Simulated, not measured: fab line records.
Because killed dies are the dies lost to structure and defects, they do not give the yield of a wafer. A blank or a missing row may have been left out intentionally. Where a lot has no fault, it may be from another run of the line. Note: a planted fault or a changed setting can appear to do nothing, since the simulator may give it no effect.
fab line records | flow sky130
[record] lots = 6 wafers = 18 last_day = 49
route steps=708 shown FIELD_ISO@3 NWELL@32 DNWELL@35 PAD_OPEN@708
lots that met no fault: taken from a fault-free run of the same line
start_h: the number of hours between the record's first day and the start of the first shown wafer of the lot | wait_h: hours elapsed since this lot's preceding step | " same as the row above | L1.1+2: one row covering several wafers at once | - either no value or no given start | * or withheld: withheld | < > ~ a bound
route shown NAME@n: names a module that has steps shown in the file, with the first one's number in the route | usual: average and standard deviation across the fault-free wafers | same: alike in all rows | chamber/n: place in a boat | sites: each site's reading | _std_site: the values' standard deviation | _edge_site: the outer-site mean with the inner-site mean subtracted | radius_mm: how far each site lies from the wafer's centre | mask NAME#n: copy n | behind: the last tool/chamber to shape the wafer | hold: why the lot went on hold/how many hours it stayed there/how the hold came to an end | device: whichever transistor did not switch (one of n, p or np) | end of line: the same wafers' tests at the end of the route | a step with no rows: only its recipe | killed: the dies lost at the first sort to structure and to defects; this is not the yield of the wafer | map: dies across one wafer; x = killed, . = not, _ = none there
set.NAME: the setting that was run; set.NAME@STEP: the one run at that earlier step | model.NAME: the simulator's own value behind a step, which no gauge read
a table for each step, a row for each wafer; lots at some steps of the route
services: the hour from which a tool's chamber was out of use, counted from the record's first day as start_h (under 0 if before that day), plus the number of hours and why
[[steps]]
[step SKY_FIELD_ISO_THK_MEAS_02]
[recipe] reads = SiO2_of_FIELD_ISO_OXIDATION_01
[usual] FIELD_ISO_OXIDATION_00_THK = 11.99/0.17
// columns lot.wafer tool chamber start_h wait_h FIELD_ISO_OXIDATION_00_THK[nm]
L422.1 film_metro-02 - 12.62 0.0 12.04
L422.3 " - " " 11.91
L422.6 " - " " 11.75
L423.3 film_metro-01 - 17.60 0.0 12.06
L423.5 " - " " 12.21
L423.6 " - " " 12.05
L425.2 film_metro-04 - 26.90 0.0 12.05
L425.5 " - " " 11.93
L425.6 " - " " 11.99
L431.2 film_metro-02 - 57.32 0.0 12.10
L431.3 " - " " 12.02
L431.6 " - " " 12.12
L440.2 film_metro-02 - 101.70 0.0 12.21
L440.3 " - " " 12.11
L440.6 " - " " 12.03
L442.2 film_metro-02 - 111.64 0.0 11.81
L442.5 " - " " 11.94
L442.6 " - " " 11.87
[step SKY_FIELD_ISO_CVD_03]
[recipe] material = Si3N4 precursor = DCS/NH3 target_thk_nm = 165 temp_c = 770 time_s = 2830 pressure_mtorr = 250
[step SKY_FIELD_ISO_THK_MEAS_04]
[recipe] reads = Si3N4_of_FIELD_ISO_CVD_03
[usual] FIELD_ISO_CVD_03_THK = 164.8/1.7
// columns lot.wafer tool chamber start_h wait_h FIELD_ISO_CVD_03_THK[nm]
L422.1 film_metro-01 - 15.68 0.0 164.0
L422.3 " - " " 163.9
L422.6 " - " " 164.8
L423.3 film_metro-01 - 19.45 0.0 168.4
L423.5 " - " " 167.9
L423.6 " - " " 167.1
L425.2 film_metro-01 - 28.74 0.0 164.0
L425.5 " - " " 164.4
L425.6 " - " " 164.9
L431.2 film_metro-04 - 59.17 0.0 167.7
L431.3 " - " " 167.5
L431.6 " - " " 167.9
L440.2 film_metro-02 - 104.66 0.0 162.8
L440.3 " - " " 162.3
L440.6 " - " " 161.2
L442.2 film_metro-02 - 114.14 0.0 164.5
L442.5 " - " " 164.8
L442.6 " - " " 164.4
[step SKY_FIELD_ISO_DEHYDRATE_05]
[recipe] temp_c = 200 time_s = 60
[step SKY_FIELD_ISO_HMDS_06]
[recipe] prime_time_s = 60 prime_temp_c = 120
[step SKY_FIELD_ISO_COAT_07]
[recipe] resist = BARC temp_c = withheld time_s = withheld spin_rpm = 3000 resist_thk_nm = 60
[step SKY_FIELD_ISO_COAT_08]
[recipe] resist = KrF-thick spin_rpm = 3000 resist_thk_nm = 450
[step SKY_FIELD_ISO_SOFTBAKE_09]
[recipe] temp_c = 100 time_s = 90 resist = KrF-thick
[step SKY_FIELD_ISO_EXPOSE_10]
[recipe] mask_id = FOM na = 0.68 source_shape = annular sigma_inner = 0.4 sigma_outer = 0.8 target_cd_nm = 150 dose_mj = 28
[step SKY_FIELD_ISO_PEB_11]
[recipe] peb_temp_c = withheld peb_time_s = withheld resist = KrF-thick
[step SKY_FIELD_ISO_DEVELOP_12]
[recipe] develop_time_s = 60 resist = KrF-thick dev_temp_c = 21
[step SKY_FIELD_ISO_CD_MEAS_13]
[recipe] target_cd_nm = 150
[usual] cd_nm = 149.9/1.7
// columns lot.wafer tool chamber start_h wait_h cd_nm
L422.1 cd_sem-02 - 30.44 - 147.0
L422.3 " - " " 143.7
L422.6 " - " " 147.7
L423.3 cd_sem-02 - 34.83 - 148.4
L423.5 " - " " 148.2
L423.6 " - " " 149.0
L425.2 cd_sem-02 - 43.86 - 149.4
L425.5 " - " " 149.1
L425.6 " - " " 150.1
L431.2 cd_sem-02 - 76.06 - 146.2
L431.3 " - " " 147.9
L431.6 " - " " 148.1
L440.2 cd_sem-01 - 122.46 - 148.4
L440.3 " - " " 151.0
L440.6 " - " " 149.2
L442.2 cd_sem-01 - 133.05 - 151.5
L442.5 " - " " 151.9
L442.6 " - " " 151.5
[step SKY_FIELD_ISO_ETCH_14]
[recipe] chemistry = N2/H2 target = BARC ion_energy_ev = 200 source_w = 500 bias_w = 100 pressure_mtorr = 30 n2_flow_sccm = 100 h2_flow_sccm = 200 stop_on = SiO2 time_s = 45.9 target_depth_a = 600
[usual] drypump_motor_current_A = 5.8/0.31 h2_flow_sccm = 199.9/0.58 oes_product_au = 0.856/0.005 throttle_valve_pct = 13.225/0.0094
// columns lot.wafer tool chamber start_h wait_h drypump_motor_current_A h2_flow_sccm oes_product_au rf_hours_counter_h throttle_valve_pct
L422.1 rie_diel-02 2 30.56 0.1 5.3 199.7 0.853 53 13.236
L422.3 " 0 " " 5.4 198.8 0.862 172 13.227
L422.6 " 1 " " 5.8 200.3 0.852 - 13.215
L423.3 rie_diel-03 1 34.91 0.1 5.8 199.3 0.865 142 13.217
L423.5 " 1 " " 5.8 199.6 0.864 - 13.215
L423.6 " 0 " " 6.1 199.4 0.860 - 13.218
L425.2 rie_diel-01 3 43.96 0.1 6.1 199.7 0.858 171 13.214
L425.5 " 2 " " 5.8 200.0 0.851 - 13.242
L425.6 " 1 " " 6.2 199.9 0.850 - 13.228
L431.2 rie_diel-03 0 76.16 0.1 6.1 200.1 0.849 126 13.215
L431.3 " 3 " " 6.0 200.0 0.861 131 13.228
L431.6 " 2 " " 5.1 199.6 0.856 - 13.222
L440.2 rie_diel-03 3 122.56 0.1 6.0 200.0 0.860 131 13.224
L440.3 " 1 " " 5.8 199.6 0.851 144 13.218
L440.6 " 3 " " 6.0 200.6 0.852 - 13.215
L442.2 rie_diel-03 3 133.15 0.1 6.0 200.0 0.859 132 13.234
L442.5 " 1 " " 5.8 199.3 0.859 - 13.214
L442.6 " 0 " " 6.1 200.6 0.861 - 13.227
[step SKY_FIELD_ISO_ETCH_15]
[recipe] chemistry = CHF3/O2 target_depth_nm = 180 stop_on = Si source_w = 600 bias_w = 200 pressure_mtorr = 40 chf3_flow_sccm = 50 O2_flow_sccm = 5 time_s = 72
[usual] drypump_motor_current_A = 5.8/0.31 oes_product_au = 0.945/0.0069 throttle_valve_pct = 8.844/0.0094
// columns lot.wafer tool chamber start_h wait_h drypump_motor_current_A oes_product_au rf_hours_counter_h throttle_valve_pct
L422.1 rie_diel-02 2 30.60 0.0 5.3 0.938 53 8.854
L422.3 " 0 " " 5.4 0.941 172 8.848
L422.6 " 1 " " 5.8 0.945 - 8.837
L423.3 rie_diel-03 1 34.95 0.0 5.8 0.952 142 8.843
L423.5 " 1 " " 5.8 0.950 - 8.849
L423.6 " 0 " " 6.1 0.958 - 8.844
L425.2 rie_diel-01 3 44.00 0.0 6.1 0.942 171 8.837
L425.5 " 2 " " 5.9 0.939 - 8.844
L425.6 " 1 " " 6.1 0.946 - 8.828
L431.2 rie_diel-03 0 76.20 0.0 6.1 0.953 126 8.836
L431.3 " 3 " " 6.0 0.957 131 8.854
L431.6 " 2 " " 5.2 0.954 - 8.834
L440.2 rie_diel-03 3 122.60 0.0 6.0 0.938 132 8.840
L440.3 " 1 " " 5.8 0.948 144 8.844
L440.6 " 3 " " 6.0 0.933 - 8.838
L442.2 rie_diel-03 3 133.19 0.0 6.0 0.947 132 8.859
L442.5 " 1 " " 5.8 0.946 - 8.850
L442.6 " 0 " " 6.1 0.949 - 8.833
[step SKY_FIELD_ISO_STRIP_16]
[recipe] chemistry = O2/N2 power_w = 1400 pressure_mtorr = 1500 platen_temp_c = withheld o2_flow_sccm = 3000 n2_flow_sccm = 300 overash_fraction = 0.5
[usual] drypump_motor_current_A = 5.7/0.54 oes_product_au = 0.377/0.0048 strip_time_to_endpoint_s = 3.54/0.033
// columns lot.wafer tool chamber start_h wait_h drypump_motor_current_A oes_product_au rf_hours_counter_h strip_time_to_endpoint_s
L422.1 plasma_asher-03 1 30.65 0.0 5.5 0.385 35 3.60
L422.3 " 1 " " 5.5 0.378 - 3.54
L422.6 " 0 " " 5.6 0.377 - 3.52
L423.3 plasma_asher-02 0 35.04 0.1 6.6 0.380 - 3.62
L423.5 " 0 " " 6.6 0.386 - 3.64
L423.6 " 1 " " 6.1 0.377 - 3.53
L425.2 plasma_asher-03 1 44.05 0.0 5.5 0.377 36 3.49
L425.5 " 1 " " 5.5 0.378 - 3.50
L425.6 " 0 " " 5.6 0.380 - 3.54
L431.2 plasma_asher-02 1 76.25 0.0 6.1 0.377 39 3.58
L431.3 " 1 " " 6.1 0.378 - 3.51
L431.6 " 0 " " 6.6 0.375 - 3.56
L440.2 plasma_asher-03 0 122.65 0.0 5.6 0.376 0 3.53
L440.3 " 0 " " 5.6 0.377 - 3.60
L440.6 " 0 " " 5.6 0.376 - 3.52
L442.2 plasma_asher-02 1 133.25 0.0 6.1 0.377 46 3.53
L442.5 " 1 " " 6.1 0.387 - 3.60
L442.6 " 0 " " 6.6 0.384 - 3.55
[step SKY_FIELD_ISO_ETCH_17]
[recipe] target_depth_a = 3420 mask_material = Si3N4 chemistry = HBr/Cl2/O2 target = Si taper_deg = 5 icp_w = 600 bias_w = 150 pressure_mtorr = 15 HBr_flow_sccm = 150 Cl2_flow_sccm = 40 O2_flow_sccm = 6 time_s = 97.7
[usual] drypump_motor_current_A = 5.7/0.41 oes_product_au = 1.003/0.011 throttle_valve_pct = 25.655/0.011
// columns lot.wafer tool chamber start_h wait_h drypump_motor_current_A oes_product_au rf_hours_counter_h throttle_valve_pct
L422.1 rie_si-01 2 30.75 0.1 5.7 1.006 2 25.652
L422.3 " 0 " " 4.9 0.990 4 25.657
L422.6 " 3 " " 5.6 0.975 - 25.675
L423.3 rie_si-02 3 35.11 0.0 5.6 1.001 50 25.635
L423.5 " 0 " " 5.8 1.012 - 25.650
L423.6 " 3 " " 5.6 1.006 - 25.648
L425.2 rie_si-01 1 44.15 0.1 6.5 0.999 106 25.650
L425.5 " 0 " " 4.9 1.002 - 25.652
L425.6 " 1 " " 6.5 0.987 - 25.657
L431.2 rie_si-02 1 76.35 0.1 6.0 0.997 64 25.642
L431.3 " 3 " " 5.6 1.016 51 25.629
L431.6 " 3 " " 5.6 1.020 - 25.623
L440.2 rie_si-01 3 122.75 0.1 5.6 0.989 60 25.678
L440.3 " 0 " " 4.9 1.009 4 25.647
L440.6 " 3 " " 5.6 0.980 - 25.675
L442.2 rie_si-02 1 133.35 0.1 6.0 1.003 65 25.668
L442.5 " 0 " " 5.8 1.013 - 25.649
L442.6 " 1 " " 6.0 0.998 - 25.656
[step SKY_FIELD_ISO_WET_ETCH_18]
[recipe] chemistry = H3PO4 target_depth_nm = 25 temp_c = 160 target = Si3N4 time_s = 286
[step SKY_FIELD_ISO_CLEAN_19]
[recipe] chemistry = SC1/SC2 mix = 1:4:20 temp_c = 70 time_s = 150
[step SKY_FIELD_ISO_CLEAN_20]
[recipe] chemistry = dHF time_s = 20 dilution = 100:1
[step SKY_FIELD_ISO_WET_ETCH_21]
[recipe] chemistry = dHF dilution = 100:1 target_depth_nm = 20 dry = ipa_marangoni target = SiO2 temp_c = 25 time_s = 400
[step SKY_FIELD_ISO_OXIDATION_22]
[recipe] temp_c = 950 ambient = O2 stabilise_s = 600 purge_s = 300 target_thk_a = 100 ox_time_s = 623
[step SKY_FIELD_ISO_THK_MEAS_23]
[recipe] reads = SiO2_of_FIELD_ISO_OXIDATION_22
[usual] FIELD_ISO_OXIDATION_01_THK = 10.01/0.17
// columns lot.wafer tool chamber start_h wait_h FIELD_ISO_OXIDATION_01_THK[nm]
L422.1 film_metro-01 - 33.16 0.0 9.49
L422.3 " - " " 9.73
L422.6 " - " " 9.67
L423.3 film_metro-02 - 36.69 0.0 9.87
L423.5 " - " " 9.96
L423.6 " - " " 9.95
L425.2 film_metro-04 - 45.87 0.0 9.97
L425.5 " - " " 9.77
L425.6 " - " " 9.94
L431.2 film_metro-01 - 79.31 0.0 10.04
L431.3 " - " " 9.98
L431.6 " - " " 9.93
L440.2 film_metro-04 - 125.32 0.0 10.19
L440.3 " - " " 10.12
L440.6 " - " " 10.24
L442.2 film_metro-04 - 135.45 0.0 10.23
L442.5 " - " " 10.07
L442.6 " - " " 10.24
[step SKY_FIELD_ISO_CVD_24]
[recipe] material = SiO2 target_thk_nm = 595 temp_c = 650 sigma_open_frac = 0.3 time_s = 99.2 sih4_flow_sccm = 60 pressure_mtorr = 6
[step SKY_FIELD_ISO_THK_MEAS_25]
[recipe] reads = SiO2_of_FIELD_ISO_CVD_24
[usual] FIELD_ISO_CVD_24_THK = 596/5.5
// columns lot.wafer tool chamber start_h wait_h FIELD_ISO_CVD_24_THK[nm]
L422.1 film_metro-04 - 33.29 0.0 588
L422.3 " - " " 589
L422.6 " - " " 599
L423.3 film_metro-04 - 36.82 0.1 589
L423.5 " - " " 585
L423.6 " - " " 595
L425.2 film_metro-01 - 46.00 0.0 597
L425.5 " - " " 596
L425.6 " - " " 594
L431.2 film_metro-04 - 79.45 0.0 600
L431.3 " - " " 600
L431.6 " - " " 601
L440.2 film_metro-01 - 125.45 0.0 605
L440.3 " - " " 596
L440.6 " - " " 601
L442.2 film_metro-01 - 135.58 0.0 604
L442.5 " - " " 607
L442.6 " - " " 608
[step SKY_FIELD_ISO_ANNEAL_26]
[recipe] temp_c = 1000 time_s = 1800 ambient = N2
[step SKY_FIELD_ISO_CMP_27]
[recipe] stop_on = Si3N4 t_overpolish_s = 16 down_force_psi = 4 platen_rpm = 60 target_thk_nm = 457.8 pad_velocity_m_s = 0.94248
[usual] motor_current_A = 12.6/1.2 overpolish_run_s = 16.002/0.0095 retaining_ring_pressure_frac = 1.000/0.0052 time_to_endpoint_s = 113/4.2
// columns lot.wafer tool chamber start_h wait_h motor_current_A overpolish_run_s retaining_ring_pressure_frac time_to_endpoint_s
L422.1 cmp-02 3 35.50 0.0 11.8 16.000 0.998 116
L422.3 " 0 " " 11.1 16.015 1.000 113
L422.6 " 3 " " 12.4 15.995 1.001 116
L423.3 cmp-02 3 39.52 0.1 12.6 16.008 1.002 110
L423.6 " 1 " " 14.0 15.988 0.993 113
L423.5 " 2 " " 12.3 15.993 1.004 112
L425.2 cmp-02 1 47.87 0.0 13.3 16.007 0.996 105
L425.5 " 1 " " 12.9 16.016 1.004 104
L425.6 " 2 " " 12.9 16.012 1.005 108
L431.3 cmp-02 1 81.05 0.1 13.6 16.007 0.995 113
L431.2 " 3 " " 12.3 15.990 0.995 114
L431.6 " 0 " " 10.3 16.005 1.011 110
L440.2 cmp-01 0 128.30 0.1 11.8 15.997 1.001 113
L440.3 " 1 " " 11.7 16.011 1.006 107
L440.6 " 2 " " 15.4 15.986 1.001 114
L442.2 cmp-01 1 138.25 0.1 12.0 16.002 1.004 108
L442.6 " 3 " " 13.1 16.004 0.998 118
L442.5 " 0 " " 11.9 15.994 1.009 113
[step SKY_FIELD_ISO_WET_ETCH_28]
[recipe] chemistry = dHF target_depth_nm = 23.7 target = SiO2 dilution = 10:1 temp_c = 25 time_s = 47
[step SKY_FIELD_ISO_WET_ETCH_29]
[recipe] chemistry = H3PO4 target_depth_nm = 160 target = Si3N4 temp_c = 160 time_s = 1825
[step SKY_FIELD_ISO_WET_ETCH_30]
[recipe] chemistry = dHF target_depth_nm = 25 target = SiO2 dilution = 10:1 temp_c = 25 time_s = 50
[step SKY_NWELL_CLEAN_00]
[recipe] chemistry = SC1/SC2 mix = 1:4:20 temp_c = 70 time_s = 150 dry = n2_spin
[step SKY_NWELL_OXIDATION_01]
[recipe] temp_c = 900 ambient = O2 stabilise_s = 600 purge_s = 300 target_thk_a = 100 ox_time_s = 1418
[step SKY_NWELL_THK_MEAS_02]
[recipe] reads = SiO2_of_NWELL_OXIDATION_01
[usual] NWELL_OXIDATION_THK = 10.12/0.19
// columns lot.wafer tool chamber start_h wait_h NWELL_OXIDATION_THK[nm]
L422.1 film_metro-04 - 38.03 0.0 9.88
L422.3 " - " " 10.02
L422.6 " - " " 9.87
L423.3 film_metro-04 - 41.77 0.0 9.76
L423.5 " - " " 9.84
L423.6 " - " " 9.73
L425.2 film_metro-04 - 50.18 0.0 10.11
L425.5 " - " " 10.04
L425.6 " - " " 10.07
L431.2 film_metro-03 - 84.92 0.0 10.36
L431.3 " - " " 10.14
L431.6 " - " " 10.39
L440.2 film_metro-04 - 130.97 0.0 10.17
L440.3 " - " " 10.20
L440.6 " - " " 10.22
L442.2 film_metro-04 - 140.46 0.0 10.06
L442.5 " - " " 10.07
L442.6 " - " " 10.13
[step SKY_DNWELL_DEHYDRATE_00]
[recipe] temp_c = 200 time_s = 60
[step SKY_DNWELL_HMDS_01]
[recipe] prime_time_s = 60 prime_temp_c = 120
[step SKY_DNWELL_COAT_02]
[recipe] spin_rpm = 2000 resist_thk_nm = 3000
[step SKY_DNWELL_SOFTBAKE_03]
[recipe] temp_c = 110 time_s = withheld
[step SKY_DNWELL_EXPOSE_04]
[recipe] mask_id = DNM na = 0.57 target_cd_nm = 3000 dose_mj = 222
[step SKY_DNWELL_PEB_05]
[recipe] temp_c = 115 time_s = withheld
[step SKY_DNWELL_DEVELOP_06]
[recipe] wall_angle_deg = 90 developer = TMAH develop_time_s = 60 dev_temp_c = 23
[step SKY_DNWELL_IMPLANT_07]
[recipe] species = P energy_kev = withheld dose_cm2 = withheld tilt_deg = withheld
[step SKY_DNWELL_STRIP_08]
[recipe] chemistry = O2/N2 power_w = 1400 pressure_mtorr = 1500 platen_temp_c = withheld o2_flow_sccm = 3000 n2_flow_sccm = 300 overash_fraction = 0.5
[usual] drypump_motor_current_A = 5.8/0.59 oes_product_au = 0.722/0.0052 strip_time_to_endpoint_s = 36.95/0.093
// columns lot.wafer tool chamber start_h wait_h drypump_motor_current_A oes_product_au rf_hours_counter_h strip_time_to_endpoint_s
L422.1 plasma_asher-02 0 53.39 0.1 6.6 0.724 37 36.96
L422.3 " 0 " " 6.6 0.724 - 36.80
L422.6 " 0 " " 6.6 0.719 - 36.83
L423.3 plasma_asher-02 0 56.93 0.1 6.6 0.725 - 36.86
L423.5 " 1 " " 6.1 0.726 - 36.82
L423.6 " 0 " " 6.6 0.729 - 36.73
L425.2 plasma_asher-01 1 66.39 0.1 5.7 0.720 38 37.10
L425.5 " 1 " " 5.7 0.719 - 36.95
L425.6 " 0 " " 5.8 0.722 - 36.93
L431.2 plasma_asher-02 1 101.70 0.1 6.1 0.725 42 36.93
L431.3 " 1 " " 6.1 0.726 - 36.89
L431.6 " 1 " " 6.1 0.716 - 36.96
L440.2 plasma_asher-02 1 151.04 0.1 6.0 0.726 47 36.99
L440.3 " 0 " " 6.6 0.735 - 37.00
L440.6 " 0 " " 6.6 0.724 - 37.00
L442.2 plasma_asher-01 0 160.83 0.1 5.8 0.722 48 36.78
L442.5 " 1 " " 5.6 0.715 - 36.91
L442.6 " 0 " " 5.8 0.719 - 36.94
[step SKY_DNWELL_TW_MEAS_09]
[usual] DNWELL_TW = 1123/7
// columns lot.wafer tool chamber start_h wait_h DNWELL_TW
L422.1 film_metro-02 - 53.49 0.1 1109
L422.3 " - " " 1115
L422.6 " - " " 1112
L423.3 film_metro-03 - 57.02 0.1 1132
L423.5 " - " " 1120
L423.6 " - " " 1123
L425.2 film_metro-04 - 66.50 0.1 1131
L425.5 " - " " 1129
L425.6 " - " " 1130
L431.2 film_metro-03 - 101.81 0.1 1124
L431.3 " - " " 1128
L431.6 " - " " 1127
L440.2 film_metro-04 - 151.15 0.1 1127
L440.3 " - " " 1124
L440.6 " - " " 1131
L442.2 film_metro-02 - 160.94 0.1 1115
L442.5 " - " " 1112
L442.6 " - " " 1112
[step SKY_PAD_OPEN_PROBE_99]
[usual] killed_at_M0_to_M3 = 42/7.6 killed_at_M4_up = 2.9/1.7 killed_at_contacts = 24/5.1 killed_at_front_end = 15/4 killed_at_other = 0.2/0.38 killed_dies = 84/9.9 killed_open = 46/7.2 killed_short = 38/6.6
[same] gross_dies = 492 killed_at_back_side = 0
// columns lot.wafer tool chamber start_h wait_h killed_at_M0_to_M3 killed_at_M4_up killed_at_contacts killed_at_front_end killed_at_other killed_dies killed_open killed_short
L440.2 prober-02 - 1182.35 0.1 40 6 21 61 0 128 40 38
L440.3 prober-02 - 1182.40 0.2 30 3 21 63 1 118 31 38
L440.6 prober-02 - 1182.55 0.2 35 5 20 65 0 125 36 37
L442.2 prober-02 - 1184.60 0.1 43 4 24 70 0 141 49 44
L442.5 prober-02 - 1184.75 0.2 50 3 24 60 0 137 49 40
L442.6 prober-02 - 1184.80 0.2 35 1 18 51 0 105 40 28
// killed by level:class
L440.2 FIELD_ISO:unspecified=49 METAL1:geometric_particle:short=12 CONTACT:geometric_particle:open=9 VIA1:geometric_particle:open=8 VIA2:geometric_particle:open=7 FIELD_ISO:geometric_particle:open=4 LI_CONTACT:geometric_particle:open=3 CONTACT:geometric_particle:short=3
L440.3 FIELD_ISO:unspecified=49 CONTACT:geometric_particle:open=9 METAL2:geometric_particle:short=6 POLY_GATE:geometric_particle:short=5 VIA1:geometric_particle:open=5 LI_CONTACT:geometric_particle:open=5 CONTACT:geometric_particle:short=4 METAL1:geometric_particle:short=4
L440.6 FIELD_ISO:unspecified=52 VIA2:geometric_particle:open=8 VIA1:geometric_particle:open=7 LOCAL_INTERCONNECT:geometric_particle:short=6 LI_CONTACT:geometric_particle:open=5 METAL1:geometric_particle:short=5 METAL2:geometric_particle:short=5 METAL4:geometric_particle:short=5
L442.2 FIELD_ISO:unspecified=48 CONTACT:geometric_particle:open=9 METAL2:geometric_particle:short=9 VIA1:geometric_particle:open=9 FIELD_ISO:geometric_particle:open=6 VIA3:geometric_particle:open=5 METAL1:geometric_particle:short=5 VIA2:geometric_particle:open=5
L442.5 FIELD_ISO:unspecified=48 CONTACT:geometric_particle:open=11 VIA1:geometric_particle:open=9 METAL2:geometric_particle:short=8 VIA2:geometric_particle:open=8 LI_CONTACT:geometric_particle:open=5 VIA1:geometric_particle:short=5 VIA2:geometric_particle:short=5
L442.6 FIELD_ISO:unspecified=37 CONTACT:geometric_particle:open=9 VIA1:geometric_particle:open=9 VIA2:geometric_particle:open=8 FIELD_ISO:geometric_particle:short=6 METAL1:geometric_particle:short=4 METAL2:geometric_particle:short=4 FIELD_ISO:geometric_particle:open=3
// map L440.2 (x killed, . not)
__________..x.x....._________
________....x.xx......_______
______..x.....xxx......x_____
_____...........xxx.x..x.____
____...x.x.....xxxxxxxxx..___
___..x.........xxxxxxxxx...__
__..............xxxxxxxxxx.._
_..........x.....xxxxxxxxx...
_...x......x..x.xxxxxx..x..x.
_x....x.x.......xxxxxx.x..xx.
_..x.....xx...xx..xxxxx....x.
_...x.xxx......x....xx...xx..
_..x.......xx................
_...x.x...........x....x.....
_......x..x...............x..
__.x.......x.............xx._
___.x.......x..............__
____............x.........___
_____....x..x....x.......____
______......x....x.x.x.._____
________.......x.....x_______
__________....x.x..x_________
// map L442.2 (x killed, . not)
__________..x..x.x.._________
________x..x.........._______
______.x..x......x......_____
_____..x..x.x......xx...x____
____xx......x.xxxxxxxxx...___
___...x....x.xxxxxxxxx.....__
__.x.xxx........xxxxxxx....._
_.x.x..........xxxxxxxxx.....
_.....x....x...xxxxxxxx.xx...
_.....x......xx.x.xxxxxx.....
_.......x.......x.xxxx..x..x.
_.............xxx............
_....x.x..x.........x....xx.x
_.....x.....x...x....x.xx....
_........x............x...xx.
__....xx.x....x.xx.......x.._
___x........x.x...x...x....__
____xx..x......x..x.......___
_____......xx..x........x____
______......xxx...xx..xx_____
________x.x..........._______
__________...x.x...._________
[[services]]
// columns tool chamber start_h hours kind
plasma_asher-02 - 22.47 1.1 repair
rie_diel-01 1 28.83 11.3 repair
rie_si-02 1 37.02 3.1 repair
rie_diel-02 2 38.08 1.4 repair
rie_diel-02 0 59.48 - clean
rie_diel-03 2 62.41 2.3 repair
cmp-01 - 64.00 4.0 pm
rie_diel-02 3 64.67 82.6 repair
rie_si-01 - 70.22 15.6 pm
cmp-01 - 77.59 5.9 pm
cmp-02 - 84.54 1.4 repair
cmp-02 - 90.87 6.3 pm
rie_diel-02 1 91.40 29.9 repair
plasma_asher-03 - 92.59 10.3 repair
plasma_asher-03 - 108.75 9.0 pm
plasma_asher-03 0 108.75 9.0 vent_cycle
plasma_asher-03 1 108.75 9.0 vent_cycle
plasma_asher-03 0 117.75 - clean
plasma_asher-03 1 117.75 - clean
cmp-02 - 121.17 0.9 repair
plasma_asher-01 - 127.37 2.8 pm
rie_diel-03 3 143.23 4.7 repair
rie_diel-03 3 155.18 2.5 repair
rie_si-02 3 155.34 3.6 repair
[[key]]
[first_sign] step = SKY_PAD_OPEN_PROBE_99 reading = killed_at_front_end direction = up sigmas = 12 usual = 15 struck = 62
[effect] step = SKY_PAD_OPEN_PROBE_99 reading = killed_dies direction = up sigmas = 4.2 usual = 84 struck = 126
met_at SKY_FIELD_ISO_ETCH_14
struck_wafers L440.2,L440.3,L440.6,L442.2,L442.5,L442.6
tester_left_out L440,L442
onset_between 76.16 122.56
also_fits time
[fault] kind = chamber_particle_source tool = rie_diel-03 chamber = - onset_h = 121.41 steps = SKY_FIELD_ISO_ETCH_14 rate_per_visit_cm2 = 0.62382 end_h = 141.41
// tester_left_out: of these lots the tester's yield and bins aren't shown, on N5 and GAA mostly nor the transistor test; their killed dies are dies lost to structure and defects alone, not to doping, threshold or leakage, so they don't give the yield
